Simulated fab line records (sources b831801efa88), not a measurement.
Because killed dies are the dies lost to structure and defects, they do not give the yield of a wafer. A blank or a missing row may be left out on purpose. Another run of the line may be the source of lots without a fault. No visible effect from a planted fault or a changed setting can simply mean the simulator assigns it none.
The tool behind it: which one? || flow sky130 || 24 lots, 72 wafers sampled, at 6 steps of a route of 708

## WHAT THE GAUGES SHOWED, per wafer
SKY_FIELD_ISO_BOW_MEAS_00.
{"lot": "L074", "measured": "day 1 10:00", "on": "film-metro-03", "INCOMING_BOW (um)": "-7 0 -8"}
{"lot": "L075", "measured": "day 1 15:02", "on": "film-metro-03", "INCOMING_BOW (um)": "3 19 8"}
{"lot": "L076", "measured": "day 1 20:01", "on": "film-metro-04", "INCOMING_BOW (um)": "6 -2 5"}
{"lot": "L077", "measured": "day 2 01:00", "on": "film-metro-03", "INCOMING_BOW (um)": "-2 3 16"}
{"lot": "L078", "measured": "day 2 06:02", "on": "film-metro-03", "INCOMING_BOW (um)": "3 8 -6"}
{"lot": "L079", "measured": "day 2 11:00", "on": "film-metro-03", "INCOMING_BOW (um)": "1 -10 -7"}
{"lot": "L080", "measured": "day 2 16:00", "on": "film-metro-03", "INCOMING_BOW (um)": "-5 2 -4"}
{"lot": "L081", "measured": "day 2 21:00", "on": "film-metro-04", "INCOMING_BOW (um)": "-3 -11 -2"}
{"lot": "L082", "measured": "day 3 02:01", "on": "film-metro-01", "INCOMING_BOW (um)": "-1 -6 -7"}
{"lot": "L083", "measured": "day 3 07:00", "on": "film-metro-01", "INCOMING_BOW (um)": "5 -4 4"}
{"lot": "L084", "measured": "day 3 12:00", "on": "film-metro-01", "INCOMING_BOW (um)": "-1 11 5"}
{"lot": "L085", "measured": "day 3 17:00", "on": "film-metro-03", "INCOMING_BOW (um)": "0 2 -1"}
{"lot": "L086", "measured": "day 3 22:01", "on": "film-metro-04", "INCOMING_BOW (um)": "-8 2 3"}
{"lot": "L087", "measured": "day 4 03:00", "on": "film-metro-01", "INCOMING_BOW (um)": "-5 -7 5"}
{"lot": "L088", "measured": "day 4 08:01", "on": "film-metro-01", "INCOMING_BOW (um)": "-2 -3 -11"}
{"lot": "L089", "measured": "day 4 13:00", "on": "film-metro-04", "INCOMING_BOW (um)": "-2 11 5"}
{"lot": "L090", "measured": "day 4 18:04", "on": "film-metro-03", "INCOMING_BOW (um)": "-2 -1 -2"}
{"lot": "L091", "measured": "day 4 23:01", "on": "film-metro-04", "INCOMING_BOW (um)": "2 -1 7"}
{"lot": "L092", "measured": "day 5 04:02", "on": "film-metro-01", "INCOMING_BOW (um)": "-7 -5 -2"}
{"lot": "L093", "measured": "day 5 09:01", "on": "film-metro-03", "INCOMING_BOW (um)": "2 -2 4"}
{"lot": "L094", "measured": "day 5 14:00", "on": "film-metro-03", "INCOMING_BOW (um)": "0 6 1"}
{"lot": "L095", "measured": "day 5 19:00", "on": "film-metro-03", "INCOMING_BOW (um)": "-4 1 2"}
{"lot": "L096", "measured": "day 6 00:02", "on": "film-metro-01", "INCOMING_BOW (um)": "0 -1 -1"}
{"lot": "L097", "measured": "day 6 05:01", "on": "film-metro-03", "INCOMING_BOW (um)": "-5 -1 9"}

SKY_LI_CONTACT_OVL_MEAS_13.
{"lot": "L074", "measured": "day 28 17:09", "on": "overlay-01", "LI_CONTACT_OVL (nm)": "-4 -11 -5"}
{"lot": "L075", "measured": "day 30 00:41", "on": "overlay-02", "LI_CONTACT_OVL (nm)": "-3 -1 -3"}
{"lot": "L076", "measured": "day 30 16:04", "on": "overlay-01", "LI_CONTACT_OVL (nm)": "0 12 3"}
{"lot": "L077", "measured": "day 31 00:39", "on": "overlay-02", "LI_CONTACT_OVL (nm)": "1 -3 -1"}
{"lot": "L078", "measured": "day 31 19:43", "on": "overlay-01", "LI_CONTACT_OVL (nm)": "5 -4 -3"}
{"lot": "L079", "measured": "day 31 20:39", "on": "overlay-01", "LI_CONTACT_OVL (nm)": "-3 0 6"}
{"lot": "L080", "measured": "day 32 00:16", "on": "overlay-02", "LI_CONTACT_OVL (nm)": "1 -9 3"}
{"lot": "L081", "measured": "day 31 22:58", "on": "overlay-01", "LI_CONTACT_OVL (nm)": "1 -8 -10"}
{"lot": "L082", "measured": "day 32 03:30", "on": "overlay-02", "LI_CONTACT_OVL (nm)": "4 -4 0"}
{"lot": "L083", "measured": "day 32 01:06", "on": "overlay-01", "LI_CONTACT_OVL (nm)": "6 3 7"}
{"lot": "L084", "measured": "day 32 16:39", "on": "overlay-02", "LI_CONTACT_OVL (nm)": "-4 5 -3"}
{"lot": "L085", "measured": "day 32 19:54", "on": "overlay-02", "LI_CONTACT_OVL (nm)": "2 -8 -7"}
{"lot": "L086", "measured": "day 33 05:04", "on": "overlay-02", "LI_CONTACT_OVL (nm)": "-8 1 -2"}
{"lot": "L087", "measured": "day 33 16:25", "on": "overlay-02", "LI_CONTACT_OVL (nm)": "0 7 4"}
{"lot": "L088", "measured": "day 34 00:39", "on": "overlay-02", "LI_CONTACT_OVL (nm)": "-6 0 -1"}
{"lot": "L089", "measured": "day 34 02:09", "on": "overlay-01", "LI_CONTACT_OVL (nm)": "13 9 8"}
{"lot": "L090", "measured": "day 34 06:43", "on": "overlay-01", "LI_CONTACT_OVL (nm)": "12 0 8"}
{"lot": "L091", "measured": "day 34 17:22", "on": "overlay-01", "LI_CONTACT_OVL (nm)": "4 3 6"}
{"lot": "L092", "measured": "day 35 15:13", "on": "overlay-02", "LI_CONTACT_OVL (nm)": "6 10 4"}
{"lot": "L093", "measured": "day 35 23:10", "on": "overlay-02", "LI_CONTACT_OVL (nm)": "0 -6 -1"}
{"lot": "L094", "measured": "day 36 05:09", "on": "overlay-01", "LI_CONTACT_OVL (nm)": "-1 -2 -2"}
{"lot": "L095", "measured": "day 36 03:37", "on": "overlay-02", "LI_CONTACT_OVL (nm)": "0 6 1"}
{"lot": "L096", "measured": "day 36 06:43", "on": "overlay-01", "LI_CONTACT_OVL (nm)": "5 -7 1"}
{"lot": "L097", "measured": "day 36 21:12", "on": "overlay-01", "LI_CONTACT_OVL (nm)": "4 1 4"}

SKY_METAL1_RS_MEAS_05: the measuring method here is four-point-probe.
{"lot": "L074", "measured": "day 31 05:02", "on": "film-metro-02", "METAL1_ALCU_RS (ohm/sq)": "0.1225 0.1224 0.1225"}
{"lot": "L075", "measured": "day 32 11:33", "on": "film-metro-02", "METAL1_ALCU_RS (ohm/sq)": "0.1217 0.1214 0.1209"}
{"lot": "L076", "measured": "day 33 02:38", "on": "film-metro-04", "METAL1_ALCU_RS (ohm/sq)": "0.1198 0.1218 0.1210"}
{"lot": "L077", "measured": "day 33 11:07", "on": "film-metro-04", "METAL1_ALCU_RS (ohm/sq)": "0.1213 0.1203 0.1208"}
{"lot": "L078", "measured": "day 34 04:05", "on": "film-metro-03", "METAL1_ALCU_RS (ohm/sq)": "0.1211 0.1217 0.1220"}
{"lot": "L079", "measured": "day 34 07:20", "on": "film-metro-04", "METAL1_ALCU_RS (ohm/sq)": "0.1208 0.1213 0.1214"}
{"lot": "L080", "measured": "day 34 10:07", "on": "film-metro-02", "METAL1_ALCU_RS (ohm/sq)": "0.1220 0.1206 0.1206"}
{"lot": "L081", "measured": "day 34 08:36", "on": "film-metro-04", "METAL1_ALCU_RS (ohm/sq)": "0.1219 0.1217 0.1214"}
{"lot": "L082", "measured": "day 34 13:13", "on": "film-metro-02", "METAL1_ALCU_RS (ohm/sq)": "0.1205 0.1202 0.1203"}
{"lot": "L083", "measured": "day 34 10:31", "on": "film-metro-04", "METAL1_ALCU_RS (ohm/sq)": "0.1222 0.1232 0.1226"}
{"lot": "L084", "measured": "day 35 02:35", "on": "film-metro-02", "METAL1_ALCU_RS (ohm/sq)": "0.1229 0.1228 0.1229"}
{"lot": "L085", "measured": "day 35 05:46", "on": "film-metro-02", "METAL1_ALCU_RS (ohm/sq)": "0.1220 0.1220 0.1223"}
{"lot": "L086", "measured": "day 35 14:01", "on": "film-metro-03", "METAL1_ALCU_RS (ohm/sq)": "0.1219 0.1225 0.1235"}
{"lot": "L087", "measured": "day 36 01:27", "on": "film-metro-04", "METAL1_ALCU_RS (ohm/sq)": "0.1217 0.1220 0.1228"}
{"lot": "L088", "measured": "day 36 10:10", "on": "film-metro-02", "METAL1_ALCU_RS (ohm/sq)": "0.1223 0.1214 0.1210"}
{"lot": "L089", "measured": "day 36 11:26", "on": "film-metro-04", "METAL1_ALCU_RS (ohm/sq)": "0.1216 0.1227 0.1217"}
{"lot": "L090", "measured": "day 36 15:31", "on": "film-metro-03", "METAL1_ALCU_RS (ohm/sq)": "0.1218 0.1217 0.1215"}
{"lot": "L091", "measured": "day 37 02:55", "on": "film-metro-04", "METAL1_ALCU_RS (ohm/sq)": "0.1227 0.1219 0.1233"}
{"lot": "L092", "measured": "day 37 23:20", "on": "film-metro-02", "METAL1_ALCU_RS (ohm/sq)": "0.1203 0.1215 0.1215"}
{"lot": "L093", "measured": "day 38 06:44", "on": "film-metro-03", "METAL1_ALCU_RS (ohm/sq)": "0.1209 0.1222 0.1221"}
{"lot": "L094", "measured": "day 38 12:49", "on": "film-metro-03", "METAL1_ALCU_RS (ohm/sq)": "0.1217 0.1204 0.1208"}
{"lot": "L095", "measured": "day 38 10:46", "on": "film-metro-03", "METAL1_ALCU_RS (ohm/sq)": "0.1211 0.1196 0.1211"}
{"lot": "L096", "measured": "day 38 15:11", "on": "film-metro-03", "METAL1_ALCU_RS (ohm/sq)": "0.1211 0.1218 0.1214"}
{"lot": "L097", "measured": "day 39 04:14", "on": "film-metro-04", "METAL1_ALCU_RS (ohm/sq)": "0.1208 0.1209 0.1218"}

SKY_CAPM_THK_MEAS_04: measures by xrf.
{"lot": "L074", "measured": "day 35 23:08", "on": "film-metro-02", "CAPM_TIN_THK (nm)": "210.6 211.0 211.9"}
{"lot": "L075", "measured": "day 37 04:01", "on": "film-metro-03", "CAPM_TIN_THK (nm)": "213.9 214.8 215.4"}
{"lot": "L076", "measured": "day 37 18:05", "on": "film-metro-02", "CAPM_TIN_THK (nm)": "212.5 213.9 213.3"}
{"lot": "L077", "measured": "day 38 03:17", "on": "film-metro-02", "CAPM_TIN_THK (nm)": "214.2 214.6 213.2"}
{"lot": "L078", "measured": "day 38 18:16", "on": "film-metro-02", "CAPM_TIN_THK (nm)": "210.9 214.0 210.1"}
{"lot": "L079", "measured": "day 38 19:53", "on": "film-metro-04", "CAPM_TIN_THK (nm)": "215.9 219.0 217.7"}
{"lot": "L080", "measured": "day 38 22:32", "on": "film-metro-04", "CAPM_TIN_THK (nm)": "214.8 213.9 217.1"}
{"lot": "L081", "measured": "day 38 21:47", "on": "film-metro-02", "CAPM_TIN_THK (nm)": "213.3 214.0 213.0"}
{"lot": "L082", "measured": "day 39 03:32", "on": "film-metro-02", "CAPM_TIN_THK (nm)": "209.6 210.2 207.6"}
{"lot": "L083", "measured": "day 39 00:23", "on": "film-metro-04", "CAPM_TIN_THK (nm)": "214.8 215.5 216.3"}
{"lot": "L084", "measured": "day 39 18:29", "on": "film-metro-02", "CAPM_TIN_THK (nm)": "213.5 212.0 212.7"}
{"lot": "L085", "measured": "day 39 19:55", "on": "film-metro-02", "CAPM_TIN_THK (nm)": "213.1 213.9 214.1"}
{"lot": "L086", "measured": "day 40 01:23", "on": "film-metro-03", "CAPM_TIN_THK (nm)": "213.0 212.0 214.6"}
{"lot": "L087", "measured": "day 40 13:23", "on": "film-metro-04", "CAPM_TIN_THK (nm)": "215.0 214.8 214.6"}
{"lot": "L088", "measured": "day 40 21:13", "on": "film-metro-03", "CAPM_TIN_THK (nm)": "219.3 216.6 216.9"}
{"lot": "L089", "measured": "day 40 22:20", "on": "film-metro-04", "CAPM_TIN_THK (nm)": "220.1 217.6 218.2"}
{"lot": "L090", "measured": "day 41 02:19", "on": "film-metro-02", "CAPM_TIN_THK (nm)": "210.7 208.5 208.1"}
{"lot": "L091", "measured": "day 41 12:59", "on": "film-metro-03", "CAPM_TIN_THK (nm)": "214.3 213.3 214.4"}
{"lot": "L092", "measured": "day 42 07:54", "on": "film-metro-03", "CAPM_TIN_THK (nm)": "218.3 216.7 218.0"}
{"lot": "L093", "measured": "day 42 13:33", "on": "film-metro-04", "CAPM_TIN_THK (nm)": "220.1 218.6 218.1"}
{"lot": "L094", "measured": "day 42 22:17", "on": "film-metro-02", "CAPM_TIN_THK (nm)": "215.2 212.7 212.8"}
{"lot": "L095", "measured": "day 42 18:20", "on": "film-metro-02", "CAPM_TIN_THK (nm)": "211.3 214.1 214.0"}
{"lot": "L096", "measured": "day 42 23:14", "on": "film-metro-02", "CAPM_TIN_THK (nm)": "214.1 212.8 212.3"}
{"lot": "L097", "measured": "day 43 09:03", "on": "film-metro-02", "CAPM_TIN_THK (nm)": "212.9 212.1 212.5"}

SKY_METAL3_CD_MEAS_13: the cd target is 300 nm.
{"lot": "L074", "measured": "day 38 02:41", "on": "cd-sem-02", "cd-nm (nm)": "298.0 299.0 298.8"}
{"lot": "L075", "measured": "day 39 06:16", "on": "cd-sem-01", "cd-nm (nm)": "299.6 297.9 298.0"}
{"lot": "L076", "measured": "day 39 20:43", "on": "cd-sem-02", "cd-nm (nm)": "301.4 300.6 299.8"}
{"lot": "L077", "measured": "day 40 03:02", "on": "cd-sem-01", "cd-nm (nm)": "299.5 300.4 300.0"}
{"lot": "L078", "measured": "day 40 20:08", "on": "cd-sem-02", "cd-nm (nm)": "301.0 300.6 300.9"}
{"lot": "L079", "measured": "day 40 21:10", "on": "cd-sem-02", "cd-nm (nm)": "299.5 299.9 299.6"}
{"lot": "L080", "measured": "day 40 23:54", "on": "cd-sem-02", "cd-nm (nm)": "303.7 301.2 302.6"}
{"lot": "L081", "measured": "day 40 22:50", "on": "cd-sem-02", "cd-nm (nm)": "302.7 302.9 302.1"}
{"lot": "L082", "measured": "day 41 04:54", "on": "cd-sem-02", "cd-nm (nm)": "299.6 297.9 299.1"}
{"lot": "L083", "measured": "day 41 02:15", "on": "cd-sem-02", "cd-nm (nm)": "301.5 300.2 300.9"}
{"lot": "L084", "measured": "day 41 18:30", "on": "cd-sem-01", "cd-nm (nm)": "301.5 300.7 300.7"}
{"lot": "L085", "measured": "day 41 20:44", "on": "cd-sem-02", "cd-nm (nm)": "300.3 300.9 301.4"}
{"lot": "L086", "measured": "day 42 01:55", "on": "cd-sem-02", "cd-nm (nm)": "300.4 299.4 299.4"}
{"lot": "L087", "measured": "day 42 13:44", "on": "cd-sem-01", "cd-nm (nm)": "301.5 300.4 300.4"}
{"lot": "L088", "measured": "day 42 20:31", "on": "cd-sem-01", "cd-nm (nm)": "302.1 299.2 301.6"}
{"lot": "L089", "measured": "day 42 21:41", "on": "cd-sem-01", "cd-nm (nm)": "301.6 301.4 301.7"}
{"lot": "L090", "measured": "day 43 01:09", "on": "cd-sem-02", "cd-nm (nm)": "298.9 300.4 301.3"}
{"lot": "L091", "measured": "day 43 11:07", "on": "cd-sem-01", "cd-nm (nm)": "301.9 301.4 299.3"}
{"lot": "L092", "measured": "day 44 05:35", "on": "cd-sem-01", "cd-nm (nm)": "299.5 297.5 298.6"}
{"lot": "L093", "measured": "day 44 10:09", "on": "cd-sem-02", "cd-nm (nm)": "300.5 298.6 300.6"}
{"lot": "L094", "measured": "day 44 17:14", "on": "cd-sem-01", "cd-nm (nm)": "301.9 300.2 300.7"}
{"lot": "L095", "measured": "day 44 14:47", "on": "cd-sem-01", "cd-nm (nm)": "300.7 300.6 300.4"}
{"lot": "L096", "measured": "day 44 20:13", "on": "cd-sem-02", "cd-nm (nm)": "301.3 300.7 299.8"}
{"lot": "L097", "measured": "day 45 04:49", "on": "cd-sem-01", "cd-nm (nm)": "300.0 300.9 301.5"}

## WHAT TOOL EACH LOT RAN ON (gives the tool, then ch and the chambers of the sampled wafers, and finally the start)
{"lot": "L074", "SKY_GATE_OXIDE_STRIP_13": "plasma-asher-04 ch 0,1, day 13 10:11"}
{"lot": "L075", "SKY_GATE_OXIDE_STRIP_13": "plasma-asher-04 ch 0,1, day 14 02:54"}
{"lot": "L076", "SKY_GATE_OXIDE_STRIP_13": "plasma-asher-03 ch 0,1, day 15 10:20"}
{"lot": "L077", "SKY_GATE_OXIDE_STRIP_13": "plasma-asher-04 ch 0,1, day 15 14:19"}
{"lot": "L078", "SKY_GATE_OXIDE_STRIP_13": "plasma-asher-02 ch 0,1, day 16 10:49"}
{"lot": "L079", "SKY_GATE_OXIDE_STRIP_13": "plasma-asher-03 ch 0,1, day 16 07:41"}
{"lot": "L080", "SKY_GATE_OXIDE_STRIP_13": "plasma-asher-02 ch 0,1, day 16 14:23"}
{"lot": "L081", "SKY_GATE_OXIDE_STRIP_13": "plasma-asher-03 ch 0,1, day 16 14:44"}
{"lot": "L082", "SKY_GATE_OXIDE_STRIP_13": "plasma-asher-04 ch 0, day 16 20:57"}
{"lot": "L083", "SKY_GATE_OXIDE_STRIP_13": "plasma-asher-02 ch 0,1, day 16 20:38"}
{"lot": "L084", "SKY_GATE_OXIDE_STRIP_13": "plasma-asher-03 ch 0,1, day 17 13:53"}
{"lot": "L085", "SKY_GATE_OXIDE_STRIP_13": "plasma-asher-02 ch 0,1, day 17 14:01"}
{"lot": "L086", "SKY_GATE_OXIDE_STRIP_13": "plasma-asher-03 ch 0,1, day 18 07:13"}
{"lot": "L087", "SKY_GATE_OXIDE_STRIP_13": "plasma-asher-03 ch 0,1, day 18 15:07"}
{"lot": "L088", "SKY_GATE_OXIDE_STRIP_13": "plasma-asher-04 ch 0,1, day 18 23:59"}
{"lot": "L089", "SKY_GATE_OXIDE_STRIP_13": "plasma-asher-03 ch 0, day 19 00:38"}
{"lot": "L090", "SKY_GATE_OXIDE_STRIP_13": "plasma-asher-03 ch 0,1, day 19 07:19"}
{"lot": "L091", "SKY_GATE_OXIDE_STRIP_13": "plasma-asher-02 ch 0, day 19 18:54"}
{"lot": "L092", "SKY_GATE_OXIDE_STRIP_13": "plasma-asher-03 ch 0,1, day 20 23:16"}
{"lot": "L093", "SKY_GATE_OXIDE_STRIP_13": "plasma-asher-03 ch 0, day 21 08:29"}
{"lot": "L094", "SKY_GATE_OXIDE_STRIP_13": "plasma-asher-04 ch 0,1, day 21 12:28"}
{"lot": "L095", "SKY_GATE_OXIDE_STRIP_13": "plasma-asher-04 ch 0,1, day 21 11:43"}
{"lot": "L096", "SKY_GATE_OXIDE_STRIP_13": "plasma-asher-04 ch 0,1, day 21 16:55"}
{"lot": "L097", "SKY_GATE_OXIDE_STRIP_13": "plasma-asher-02 ch 0, day 22 00:11"}
- SKY_GATE_OXIDE_STRIP_13: strips in O2/N2.

## WHAT THE TOOLS THEMSELVES READ (means of the sampled wafers that have a number; where no wafer has one, the mark that the record gives instead)
SKY_GATE_OXIDE_STRIP_13.
{"lot": "L074", "tool": "plasma-asher-04", "drypump-motor-current-A (A)": 5.8, "n2-flow-sccm (sccm)": 300.0, "oes-product-au (a.u.)": 0.717, "strip-time-to-endpoint-s (s)": 13.91}
{"lot": "L075", "tool": "plasma-asher-04", "drypump-motor-current-A (A)": 5.8, "n2-flow-sccm (sccm)": 298.9, "oes-product-au (a.u.)": 0.712, "strip-time-to-endpoint-s (s)": 13.90}
{"lot": "L076", "tool": "plasma-asher-03", "drypump-motor-current-A (A)": 6.1, "n2-flow-sccm (sccm)": 301.9, "oes-product-au (a.u.)": 0.713, "strip-time-to-endpoint-s (s)": 13.83}
{"lot": "L077", "tool": "plasma-asher-04", "drypump-motor-current-A (A)": 5.3, "n2-flow-sccm (sccm)": 300.4, "oes-product-au (a.u.)": 0.713, "strip-time-to-endpoint-s (s)": 13.87}
{"lot": "L078", "tool": "plasma-asher-02", "drypump-motor-current-A (A)": 5.6, "n2-flow-sccm (sccm)": 300.3, "oes-product-au (a.u.)": 0.716, "strip-time-to-endpoint-s (s)": 13.96}
{"lot": "L079", "tool": "plasma-asher-03", "drypump-motor-current-A (A)": 5.9, "n2-flow-sccm (sccm)": 300.2, "oes-product-au (a.u.)": 0.716, "strip-time-to-endpoint-s (s)": 13.92}
{"lot": "L080", "tool": "plasma-asher-02", "drypump-motor-current-A (A)": 5.4, "n2-flow-sccm (sccm)": 300.2, "oes-product-au (a.u.)": 0.714, "strip-time-to-endpoint-s (s)": 13.89}
{"lot": "L081", "tool": "plasma-asher-03", "drypump-motor-current-A (A)": 5.9, "n2-flow-sccm (sccm)": 299.5, "oes-product-au (a.u.)": 0.710, "strip-time-to-endpoint-s (s)": 13.88}
{"lot": "L082", "tool": "plasma-asher-04", "drypump-motor-current-A (A)": 6.3, "n2-flow-sccm (sccm)": 300.5, "oes-product-au (a.u.)": 0.714, "strip-time-to-endpoint-s (s)": 13.91}
{"lot": "L083", "tool": "plasma-asher-02", "drypump-motor-current-A (A)": 5.4, "n2-flow-sccm (sccm)": 298.9, "oes-product-au (a.u.)": 0.713, "strip-time-to-endpoint-s (s)": 13.87}
{"lot": "L084", "tool": "plasma-asher-03", "drypump-motor-current-A (A)": 5.9, "n2-flow-sccm (sccm)": 298.9, "oes-product-au (a.u.)": 0.717, "strip-time-to-endpoint-s (s)": 13.90}
{"lot": "L085", "tool": "plasma-asher-02", "drypump-motor-current-A (A)": 5.6, "n2-flow-sccm (sccm)": 299.4, "oes-product-au (a.u.)": 0.711, "strip-time-to-endpoint-s (s)": 13.91}
{"lot": "L086", "tool": "plasma-asher-03", "drypump-motor-current-A (A)": 5.9, "n2-flow-sccm (sccm)": 301.0, "oes-product-au (a.u.)": 0.719, "strip-time-to-endpoint-s (s)": 13.92}
{"lot": "L087", "tool": "plasma-asher-03", "drypump-motor-current-A (A)": 6.1, "n2-flow-sccm (sccm)": 299.8, "oes-product-au (a.u.)": 0.715, "strip-time-to-endpoint-s (s)": 13.89}
{"lot": "L088", "tool": "plasma-asher-04", "drypump-motor-current-A (A)": 5.3, "n2-flow-sccm (sccm)": 299.4, "oes-product-au (a.u.)": 0.715, "strip-time-to-endpoint-s (s)": 13.88}
{"lot": "L089", "tool": "plasma-asher-03", "drypump-motor-current-A (A)": 6.2, "n2-flow-sccm (sccm)": 300.4, "oes-product-au (a.u.)": 0.716, "strip-time-to-endpoint-s (s)": 13.91}
{"lot": "L090", "tool": "plasma-asher-03", "drypump-motor-current-A (A)": 6.1, "n2-flow-sccm (sccm)": 300.0, "oes-product-au (a.u.)": 0.713, "strip-time-to-endpoint-s (s)": 13.91}
{"lot": "L091", "tool": "plasma-asher-02", "drypump-motor-current-A (A)": 5.1, "n2-flow-sccm (sccm)": 299.5, "oes-product-au (a.u.)": 0.717, "strip-time-to-endpoint-s (s)": 13.83}
{"lot": "L092", "tool": "plasma-asher-03", "drypump-motor-current-A (A)": 5.9, "n2-flow-sccm (sccm)": 300.8, "oes-product-au (a.u.)": 0.715, "strip-time-to-endpoint-s (s)": 13.91}
{"lot": "L093", "tool": "plasma-asher-03", "drypump-motor-current-A (A)": 6.2, "n2-flow-sccm (sccm)": 299.8, "oes-product-au (a.u.)": 0.718, "strip-time-to-endpoint-s (s)": 13.90}
{"lot": "L094", "tool": "plasma-asher-04", "drypump-motor-current-A (A)": 5.3, "n2-flow-sccm (sccm)": 300.5, "oes-product-au (a.u.)": 0.717, "strip-time-to-endpoint-s (s)": 13.90}
{"lot": "L095", "tool": "plasma-asher-04", "drypump-motor-current-A (A)": 5.3, "n2-flow-sccm (sccm)": 300.2, "oes-product-au (a.u.)": 0.717, "strip-time-to-endpoint-s (s)": 13.89}
{"lot": "L096", "tool": "plasma-asher-04", "drypump-motor-current-A (A)": 5.3, "n2-flow-sccm (sccm)": 300.0, "oes-product-au (a.u.)": 0.714, "strip-time-to-endpoint-s (s)": 13.89}
{"lot": "L097", "tool": "plasma-asher-02", "drypump-motor-current-A (A)": 5.1, "n2-flow-sccm (sccm)": 300.9, "oes-product-au (a.u.)": 0.716, "strip-time-to-endpoint-s (s)": 13.92}

## THE ANSWER, worked out from the rows above alone
Rule: what is usual is taken from the lots themselves. The widest of any qualifying gaps counts: lots, ordered by their means at a reading, are off when they make up no more than a third of the lots, leave a main group of 4 or more, and stand apart from it by 3 or more times the standard deviation of that group's means. Not used: any main group whose means are identical at the precision the tables above print for the reading. Also off: a lot with no number at a reading for which 4 or more lots have one. Where the step has rows for the other lots, those lots are counted as sound. After the gauges, taken in route order, come the tools' own readings; for these a lot's mean is taken, as printed above. At the first step where some lot is off, the reading lying furthest off is the one used; lots without a number count as furthest.
No lot is off on any of the readings shown, so nothing can be concluded from this.

## WHAT THE SIMULATOR HAD INSERTED
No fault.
